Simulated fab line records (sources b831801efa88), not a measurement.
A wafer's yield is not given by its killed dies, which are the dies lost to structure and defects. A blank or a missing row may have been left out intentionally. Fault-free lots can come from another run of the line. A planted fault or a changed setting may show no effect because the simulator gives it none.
fab line records + flow sky130 + part 2 of 2: steps 37 to 46 of 46
[record]
- lots = 5
- wafers = 15
- lastDay = 50
route steps=708 shown VT_ADJUST_NCORE@125 VT_ADJUST_HVTR@131 VT_ADJUST_PCH@143 SONOS_TUNNEL@154 SONOS_ONO@168
lots that met no fault: taken from a fault-free run of the same line
startH: hours from the record's opening day to when the first of the lot's shown wafers began + waitH: time in hours since the lot's previous step + " as in the row above + L1.1+2: several wafers, shown together as one row + - either no value or no given start + * or withheld: withheld + < > ~ a bound
route shown NAME@n: a module of which the file shows steps, and the number in the route of the first + usual: the fault-free wafers' mean and standard deviation + same: alike in all rows + chamber/n: place in a boat + sites: readings site by site + _std_site: how widely they spread, as a standard deviation + _edge_site: the outer-site mean with the inner-site mean subtracted + radiusMm: for every site, how far away it sits from the centre of the wafer + mask NAME#n: copy n + behind: the last tool/chamber to shape the wafer + hold: cause of the lot's hold/its duration in hours/its outcome + device: names the non-switching transistor (n, p or np) + end of line: the same wafers' tests at the end of the route + a step given without rows: its recipe and nothing more + killed: not the wafer's yield, but the dies lost to structure and defects at the first sort + map: dies across one wafer; x = killed, . = not, _ = none there
set.NAME: the run value of the setting; set.NAME@STEP: its run value at that earlier step + model.NAME: the simulator's own value behind a step, which no gauge read
certain route steps with their lots: each step a table, each wafer a row
services: from which hour (startH, from the record's first day; less than 0 if before it) a tool's chamber was out of use, for how many hours, and why
[[steps]]
[step SKY_SONOS_TUNNEL_CD_MEAS_07]
[recipe]
- targetCdNm = 410
[usual]
- cdNm = 409.9/2.4
| lot.wafer | tool     | chamber | startH | waitH | cdNm  |
|-----------|----------|---------|--------|-------|-------|
| L079.1    | cdSem-02 | -       | 287.37 | 0.1   | 406.3 |
| L079.2    | "        | -       | "      | "     | 408.7 |
| L079.6    | "        | -       | "      | "     | 404.2 |
| L085.2    | cdSem-01 | -       | 334.21 | 0.1   | 410.8 |
| L085.3    | "        | -       | "      | "     | 407.5 |
| L085.4    | "        | -       | "      | "     | 411.5 |
| L092.2    | cdSem-02 | -       | 399.59 | 0.1   | 408.7 |
| L092.4    | "        | -       | "      | "     | 409.8 |
| L092.6    | "        | -       | "      | "     | 409.7 |
| L093.2    | cdSem-01 | -       | 406.34 | 0.1   | 412.0 |
| L093.4    | "        | -       | "      | "     | 412.6 |
| L093.6    | "        | -       | "      | "     | 412.9 |
| L097.2    | cdSem-01 | -       | 434.94 | 0.1   | 409.9 |
| L097.3    | "        | -       | "      | "     | 408.1 |
| L097.6    | "        | -       | "      | "     | 406.2 |
[step SKY_SONOS_TUNNEL_OVL_MEAS_08]
[usual]
- SONOS_TUNNEL_OVL = -0.5/1.4
| lot.wafer | tool       | chamber | startH | waitH | SONOS_TUNNEL_OVL[nm] |
|-----------|------------|---------|--------|-------|----------------------|
| L079.1    | overlay-02 | -       | 287.49 | 0.1   | 0.3                  |
| L079.2    | "          | -       | "      | "     | -0.6                 |
| L079.6    | "          | -       | "      | "     | 0.2                  |
| L085.2    | overlay-02 | -       | 334.31 | 0.1   | 2.4                  |
| L085.3    | "          | -       | "      | "     | 2.0                  |
| L085.4    | "          | -       | "      | "     | 0.9                  |
| L092.2    | overlay-02 | -       | 399.70 | 0.1   | -1.2                 |
| L092.4    | "          | -       | "      | "     | -1.8                 |
| L092.6    | "          | -       | "      | "     | -0.1                 |
| L093.2    | overlay-01 | -       | 406.45 | 0.1   | 2.1                  |
| L093.4    | "          | -       | "      | "     | -0.5                 |
| L093.6    | "          | -       | "      | "     | 0.3                  |
| L097.2    | overlay-01 | -       | 435.05 | 0.1   | -3.0                 |
| L097.3    | "          | -       | "      | "     | -1.4                 |
| L097.6    | "          | -       | "      | "     | -1.1                 |
[step SKY_SONOS_TUNNEL_IMPLANT_09]
[recipe]
- species = B
- energyKev = 20
- doseCm2 = 1e+12
- tiltDeg = withheld
| lot.wafer  | tool         | chamber | startH | waitH |
|------------|--------------|---------|--------|-------|
| L079.1+2+6 | implanter-03 | 0       | 287.53 | 0.0   |
| L085.2+3+4 | implanter-04 | 0       | 334.37 | 0.0   |
| L092.2+4+6 | implanter-04 | 0       | 399.75 | 0.0   |
| L093.2+4+6 | implanter-04 | 0       | 406.50 | 0.0   |
| L097.2+3+6 | implanter-03 | 0       | 435.10 | 0.0   |
[step SKY_SONOS_TUNNEL_WET_ETCH_10]
[recipe]
- chemistry = dHF
- targetDepthNm = 14
- target = SiO2
- dilution = 100:1
- tempC = 25
- timeS = 280
[usual]
- bathHeatDutyPct = 6.4/0.63
| lot.wafer | tool        | chamber | startH | waitH | bathHeatDutyPct |
|-----------|-------------|---------|--------|-------|-----------------|
| L079.1    | wetBench-01 | 2       | 287.68 | 0.1   | 6.3             |
| L079.2    | "           | 2       | "      | "     | 6.7             |
| L079.6    | "           | 2       | "      | "     | 5.9             |
| L085.2    | wetBench-02 | 1       | 334.49 | 0.1   | 7.0             |
| L085.3    | "           | 1       | "      | "     | 7.5             |
| L085.4    | "           | 1       | "      | "     | 6.1             |
| L092.2    | wetBench-03 | 2       | 399.88 | 0.1   | 4.9             |
| L092.4    | "           | 2       | "      | "     | 6.3             |
| L092.6    | "           | 2       | "      | "     | 5.8             |
| L093.2    | wetBench-03 | 0       | 406.63 | 0.1   | 7.0             |
| L093.4    | "           | 0       | "      | "     | 6.4             |
| L093.6    | "           | 0       | "      | "     | 6.6             |
| L097.2    | wetBench-03 | 1       | 435.23 | 0.1   | 6.7             |
| L097.3    | "           | 1       | "      | "     | 7.0             |
| L097.6    | "           | 1       | "      | "     | 7.5             |
[step SKY_SONOS_TUNNEL_STRIP_11]
[recipe]
- chemistry = SPM
- timeS = 600
- tempC = 130
[usual]
- bathHeatDutyPct = 14.8/1.2
| lot.wafer | tool        | chamber | startH | waitH | bathHeatDutyPct |
|-----------|-------------|---------|--------|-------|-----------------|
| L079.1    | wetBench-02 | 2       | 287.76 | 0.0   | 13.6            |
| L079.2    | "           | 2       | "      | "     | 14.7            |
| L079.6    | "           | 2       | "      | "     | 13.2            |
| L085.2    | wetBench-01 | 3       | 334.58 | 0.0   | 13.3            |
| L085.3    | "           | 3       | "      | "     | 13.5            |
| L085.4    | "           | 3       | "      | "     | 14.2            |
| L092.2    | wetBench-02 | 2       | 399.96 | 0.0   | 13.8            |
| L092.4    | "           | 2       | "      | "     | 12.9            |
| L092.6    | "           | 2       | "      | "     | 13.7            |
| L093.2    | wetBench-01 | 1       | 406.71 | 0.0   | 15.0            |
| L093.4    | "           | 1       | "      | "     | 16.5            |
| L093.6    | "           | 1       | "      | "     | 16.2            |
| L097.2    | wetBench-01 | 1       | 435.32 | 0.0   | 15.6            |
| L097.3    | "           | 1       | "      | "     | 16.3            |
| L097.6    | "           | 1       | "      | "     | 16.6            |
[step SKY_SONOS_TUNNEL_TW_MEAS_12]
[usual]
- SONOS_TUNNEL_TW = 196.8/1.6
| lot.wafer | tool         | chamber | startH | waitH | SONOS_TUNNEL_TW |
|-----------|--------------|---------|--------|-------|-----------------|
| L079.1    | filmMetro-02 | -       | 287.94 | 0.0   | 197.0           |
| L079.2    | "            | -       | "      | "     | 196.4           |
| L079.6    | "            | -       | "      | "     | 196.3           |
| L085.2    | filmMetro-02 | -       | 334.76 | 0.0   | 197.4           |
| L085.3    | "            | -       | "      | "     | 197.4           |
| L085.4    | "            | -       | "      | "     | 195.9           |
| L092.2    | filmMetro-04 | -       | 400.15 | 0.0   | 199.7           |
| L092.4    | "            | -       | "      | "     | 198.8           |
| L092.6    | "            | -       | "      | "     | 199.0           |
| L093.2    | filmMetro-03 | -       | 406.90 | 0.0   | 195.1           |
| L093.4    | "            | -       | "      | "     | 193.8           |
| L093.6    | "            | -       | "      | "     | 195.1           |
| L097.2    | filmMetro-02 | -       | 435.52 | 0.0   | 196.6           |
| L097.3    | "            | -       | "      | "     | 196.6           |
| L097.6    | "            | -       | "      | "     | 197.0           |
[step SKY_SONOS_TUNNEL_CLEAN_13]
[recipe]
- chemistry = dHF
- timeS = 20
- dilution = 100:1
- dry = ipaMarangoni
| lot.wafer  | tool        | chamber | startH | waitH |
|------------|-------------|---------|--------|-------|
| L079.1+2+6 | wetBench-03 | 2       | 288.00 | 0.1   |
| L085.2+3+4 | wetBench-03 | 1       | 334.81 | 0.0   |
| L092.2+4+6 | wetBench-01 | 0       | 400.20 | 0.0   |
| L093.2+4+6 | wetBench-03 | 3       | 406.95 | 0.0   |
| L097.2+3+6 | wetBench-03 | 2       | 435.57 | 0.0   |
[step SKY_SONOS_ONO_OXIDATION_00]
[recipe]
- tempC = 800
- ambient = O2
- idleTempC = 700
- rampUpCPerMin = 10
- rampDownCPerMin = 3
- stabiliseS = 600
- purgeS = 300
- targetThkA = 26
- oxTimeS = 1249
[usual]
- oxTempC = 799.9/0.39
- oxTempCMax = 804.1/1.2
| lot.wafer | tool       | chamber | startH | waitH | oxTempC | oxTempCMax |
|-----------|------------|---------|--------|-------|---------|------------|
| L079.1    | furnace-01 | 0       | 289.40 | 1.4   | 800.5   | 805.1      |
| L079.2    | "          | 0       | "      | "     | 800.0   | 804.2      |
| L079.6    | "          | 0       | "      | "     | 800.1   | 804.8      |
| L085.2    | furnace-02 | 0       | 334.83 | 0.0   | 800.0   | 802.8      |
| L085.3    | "          | 0       | "      | "     | 800.1   | 802.6      |
| L085.4    | "          | 0       | "      | "     | 800.1   | 803.4      |
| L092.2    | furnace-01 | 0       | 400.67 | 0.4   | 799.8   | 804.6      |
| L092.4    | "          | 0       | "      | "     | 799.7   | 804.3      |
| L092.6    | "          | 0       | "      | "     | 799.3   | 803.8      |
| L093.2    | furnace-02 | 0       | 407.98 | 1.0   | 799.8   | 803.4      |
| L093.4    | "          | 0       | "      | "     | 799.6   | 802.7      |
| L093.6    | "          | 0       | "      | "     | 799.9   | 802.5      |
| L097.2    | furnace-01 | 0       | 435.59 | 0.0   | 800.6   | 805.3      |
| L097.3    | "          | 0       | "      | "     | 800.7   | 806.2      |
| L097.6    | "          | 0       | "      | "     | 799.6   | 805.1      |
[step SKY_SONOS_ONO_THK_MEAS_01]
[recipe]
- reads = SiO2_of_SONOS_ONO_OXIDATION_00
[usual]
- SONOS_ONO_OXIDATION_THK = 2.59/0.057
| lot.wafer | tool         | chamber | startH | waitH | SONOS_ONO_OXIDATION_THK[nm] |
|-----------|--------------|---------|--------|-------|-----------------------------|
| L079.1    | filmMetro-03 | -       | 290.74 | 0.0   | 2.59                        |
| L079.2    | "            | -       | "      | "     | 2.63                        |
| L079.6    | "            | -       | "      | "     | 2.62                        |
| L085.2    | filmMetro-04 | -       | 336.19 | 0.0   | 2.54                        |
| L085.3    | "            | -       | "      | "     | 2.53                        |
| L085.4    | "            | -       | "      | "     | 2.48                        |
| L092.2    | filmMetro-04 | -       | 402.03 | 0.0   | 2.55                        |
| L092.4    | "            | -       | "      | "     | 2.55                        |
| L092.6    | "            | -       | "      | "     | 2.44                        |
| L093.2    | filmMetro-04 | -       | 409.33 | 0.0   | 2.58                        |
| L093.4    | "            | -       | "      | "     | 2.60                        |
| L093.6    | "            | -       | "      | "     | 2.64                        |
| L097.2    | filmMetro-04 | -       | 436.94 | 0.0   | 2.67                        |
| L097.3    | "            | -       | "      | "     | 2.62                        |
| L097.6    | "            | -       | "      | "     | 2.59                        |
[step SKY_SONOS_ONO_CVD_02]
[recipe]
- material = Si3N4
- precursor = DCS/NH3
- targetThkNm = 10.5
- tempC = 770
- timeS = 180
- pressureMtorr = 250
[usual]
- pressureMtorr = 250.0/0.56
| lot.wafer | tool     | chamber | startH | waitH | pressureMtorr |
|-----------|----------|---------|--------|-------|---------------|
| L079.1    | lpcvd-02 | 1       | 291.13 | 0.4   | 250.5         |
| L079.2    | "        | 1       | "      | "     | 250.3         |
| L079.6    | "        | 1       | "      | "     | 249.7         |
| L085.2    | lpcvd-02 | 0       | 336.24 | 0.0   | 250.5         |
| L085.3    | "        | 0       | "      | "     | 249.9         |
| L085.4    | "        | 0       | "      | "     | 249.9         |
| L092.2    | lpcvd-02 | 1       | 403.48 | 1.4   | 250.0         |
| L092.4    | "        | 1       | "      | "     | 250.2         |
| L092.6    | "        | 1       | "      | "     | 250.1         |
| L093.2    | lpcvd-02 | 0       | 411.13 | 1.8   | 249.6         |
| L093.4    | "        | 0       | "      | "     | 249.1         |
| L093.6    | "        | 0       | "      | "     | 249.7         |
| L097.2    | lpcvd-02 | 0       | 436.99 | 0.0   | 249.4         |
| L097.3    | "        | 0       | "      | "     | 249.2         |
| L097.6    | "        | 0       | "      | "     | 249.1         |
[[services]]
| tool            | chamber | startH | hours | kind   |
|-----------------|---------|--------|-------|--------|
| plasmaAsher-01  | -       | 201.48 | 10.9  | repair |
| implanter-04    | -       | 209.59 | 5.9   | pm     |
| implanter-03    | -       | 223.73 | 0.7   | repair |
| ilineStepper-02 | -       | 233.37 | 1.7   | pm     |
| plasmaAsher-01  | -       | 234.74 | 1.3   | repair |
| plasmaAsher-01  | -       | 246.27 | 3.2   | repair |
| lpcvd-02        | -       | 252.70 | 1.2   | repair |
| ilineStepper-02 | -       | 253.82 | 5.5   | repair |
| implanter-04    | -       | 264.63 | 2.4   | repair |
| implanter-04    | -       | 270.47 | 5.1   | repair |
| furnace-01      | -       | 282.76 | 3.7   | pm     |
| plasmaAsher-03  | -       | 295.94 | 4.4   | repair |
| plasmaAsher-02  | -       | 300.83 | 0.4   | repair |
| plasmaAsher-03  | -       | 315.81 | 4.0   | repair |
| lpcvd-02        | -       | 323.77 | 6.1   | pm     |
| ilineStepper-02 | -       | 328.88 | 0.6   | repair |
| plasmaAsher-02  | -       | 332.70 | 3.2   | repair |
| implanter-04    | -       | 342.84 | 5.5   | pm     |
| plasmaAsher-04  | -       | 345.66 | 15.6  | pm     |
| implanter-03    | -       | 349.65 | 3.5   | repair |
| ilineStepper-01 | -       | 352.53 | 1.7   | pm     |
| plasmaAsher-03  | -       | 367.16 | 9.7   | repair |
| implanter-02    | -       | 372.85 | 4.6   | pm     |
| implanter-03    | -       | 388.86 | 1.8   | repair |
